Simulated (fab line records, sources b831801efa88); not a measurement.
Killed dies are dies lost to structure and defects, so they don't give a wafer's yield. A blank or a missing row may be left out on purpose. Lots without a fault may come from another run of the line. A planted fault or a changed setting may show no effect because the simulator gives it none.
Which tool did it? | flow sky130 | 6 lots, 18 wafers sampled, at 4 steps of a route of 708

WHAT THE GAUGES READ, wafer by wafer
SKY_VIA2_THK_MEAS_23: measures by xrf.
lot  | measured     | on            | VIA2_W_THK (nm)
L574 | day 36 13:21 | film_metro-04 | 411 409 411
L576 | day 37 07:36 | film_metro-01 | 415 412 408
L579 | day 38 07:49 | film_metro-04 | 403 407 408
L584 | day 40 01:12 | film_metro-03 | 415 422 416
L593 | day 42 17:43 | film_metro-03 | 412 406 415
L596 | day 42 22:24 | film_metro-04 | 408 409 400

WHICH TOOL RAN EACH LOT (tool, then ch and the chambers of the sampled wafers, then the start)
lot  | SKY_VIA1_SPUTTER_20          | SKY_METAL2_SPUTTER_02        | SKY_VIA2_ETCH_15
L574 | pvd_sputter-03, day 34 05:25 | pvd_sputter-01, day 34 06:06 | rie_diel-04 ch 0,1,2, day 36 12:14
L576 | pvd_sputter-01, day 35 00:15 | pvd_sputter-01, day 35 00:56 | rie_diel-04 ch 0,1,2, day 37 06:35
L579 | pvd_sputter-01, day 36 01:21 | pvd_sputter-02, day 36 02:02 | rie_diel-02 ch 0,1, day 38 06:50
L584 | pvd_sputter-01, day 37 19:40 | pvd_sputter-02, day 37 20:22 | rie_diel-02 ch 0,1,3, day 40 00:08
L593 | pvd_sputter-04, day 40 14:31 | pvd_sputter-03, day 40 15:11 | rie_diel-04 ch 0,1,2, day 42 16:38
L596 | pvd_sputter-03, day 40 20:10 | pvd_sputter-01, day 40 20:53 | rie_diel-02 ch 1,3, day 42 21:26
- SKY_VIA1_SPUTTER_20: material TiN, target thk 20 nm, time 80 s.
- SKY_METAL2_SPUTTER_02: material AlCu, target thk 250 nm, time 13.3 s.
- SKY_VIA2_ETCH_15: etches SiO2 in C4F8/O2/Ar, stops on TiN, target depth 546 nm, time 84 s.

THE ANSWER, worked out from the rows above alone
Rule: what is usual is taken from the lots themselves. Put in order of their means at a reading, lots are off if they are a third of the lots or fewer, leave a main group of 4 or more, and stand apart from it by a gap of 3 or more times the standard deviation of the main group's means; of several such gaps the widest counts. A main group whose means are all the same, to the digits that the tables above print for the reading, isn't used. A lot without any number at a reading at which 4 lots or more have one is off too. The other lots that the step has rows for count as sound.
No lot is off at any reading shown: from this, nothing can be told.

WHAT THE SIMULATOR HAD PUT IN
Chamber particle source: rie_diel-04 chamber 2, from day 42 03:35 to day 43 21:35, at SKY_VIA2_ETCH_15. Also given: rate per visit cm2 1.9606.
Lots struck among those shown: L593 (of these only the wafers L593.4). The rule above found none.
